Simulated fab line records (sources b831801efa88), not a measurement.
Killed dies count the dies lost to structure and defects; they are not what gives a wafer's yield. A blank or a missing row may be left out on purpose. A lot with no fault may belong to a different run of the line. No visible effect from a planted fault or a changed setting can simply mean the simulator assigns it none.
Split-lot experiment | flow gf180mcu | 23 wafers read across 5 lots, on a route 602 steps long

== THE SPLIT ==
At GF_V4_COAT_09 (resist thk 1000 nm), the setting resist-thk-nm was moved away from the recipe's 1000 nm on 8 of the 23 wafers read, by +1.7% to +3.9%. For the rest of the wafers, this setting stayed at what the recipe calls for.

The split's own step is where the reading is taken.

== THE READING ==
KrF_of_V4_COAT_09.thk-nm (the simulator's own value, which no gauge read), in nm, at GF_V4_COAT_09 (resist thk 1000 nm). The file gives no usual value for it. Here, 15 wafers ran the recipe; their average is 1001.3 nm with a standard deviation of 3.2 nm.

wafer  | tool, chamber at the split | resist-thk-nm as run, nm | against the recipe | KrF_of_V4_COAT_09.thk-nm, nm | against lot-mates on the recipe
L075.1 | litho-track-03, 0          | 1000                     | recipe             | 1002                         | -
L075.5 | litho-track-03, 0          | 1000                     | recipe             | 1002                         | -
L075.2 | litho-track-03, 0          | 1039                     | +3.9%              | 1040                         | +38.0
L075.3 | litho-track-03, 0          | 1039                     | +3.9%              | 1040                         | +38.0
L075.6 | litho-track-03, 0          | 1039                     | +3.9%              | 1038                         | +36.0
L076.1 | litho-track-04, 0          | 1000                     | recipe             | 1003                         | -
L076.3 | litho-track-04, 0          | 1000                     | recipe             | 1003                         | -
L076.2 | litho-track-04, 0          | 1000                     | recipe             | 1004                         | -
L076.5 | litho-track-04, 0          | 1000                     | recipe             | 1002                         | -
L076.6 | litho-track-04, 0          | 1000                     | recipe             | 1001                         | -
L079.1 | litho-track-03, 0          | 1017                     | +1.7%              | 1020                         | +16.0
L079.2 | litho-track-03, 0          | 1017                     | +1.7%              | 1020                         | +16.0
L079.3 | litho-track-03, 0          | 1000                     | recipe             | 1006                         | -
L079.4 | litho-track-03, 0          | 1000                     | recipe             | 1002                         | -
L079.5 | litho-track-03, 0          | 1017                     | +1.7%              | 1021                         | +17.0
L080.1 | litho-track-03, 0          | 1000                     | recipe             | 1004                         | -
L080.2 | litho-track-03, 0          | 1000                     | recipe             | 1001                         | -
L080.6 | litho-track-03, 0          | 1000                     | recipe             | 1002                         | -
L085.1 | litho-track-01, 0          | 1017                     | +1.7%              | 1014                         | +18.1
L085.2 | litho-track-01, 0          | 1000                     | recipe             | 998.9                        | -
L085.4 | litho-track-01, 0          | 1000                     | recipe             | 993.2                        | -
L085.5 | litho-track-01, 0          | 1000                     | recipe             | 995.6                        | -
L085.6 | litho-track-01, 0          | 1017                     | +1.7%              | 1013                         | +17.1

FIT RESULTS
A straight line over all 23 wafers: KrF_of_V4_COAT_09.thk-nm changes by +9.72 nm for each +1% of resist-thk-nm; r = +0.97; the points scatter about the line by 3.2 nm.
The same after taking each lot's own level away (the mean of its wafers on the recipe; 23 wafers): +9.63 nm for each +1%; r = +0.99; scatter 1.4 nm.
According to that fit, moving resist-thk-nm by its largest amount changes the reading by 38 nm.
Across the lots, their own levels run from 995.90 to 1004.00 nm, a range of 2.6 times the standard deviation given above.
The two slopes agree, so the slope changes little with the lot-to-lot level.
Check: for one of the wafers moved furthest among these (+3.9%), held out of the fit, the line's prediction against its lot-mates is +37.5 nm. It came out at +38 nm against them.

== OTHER SPLITS ON THESE WAFERS ==
Other splits were also applied to these wafers ahead of the reading. Each is held against what the fit with the lots' levels taken away leaves over:
other split on the same wafers | wafers away from the commonest value | r with KrF_of_V4_COAT_09.thk-nm (lot level and that fit taken away)
GF_V3_SPUTTER_22 time-s        | 9                                    | -0.04

== FILE'S OWN FIT ==
KrF_of_V4_COAT_09.thk-nm changes by +9.68 nm for each +1% of resist-thk-nm, r = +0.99.
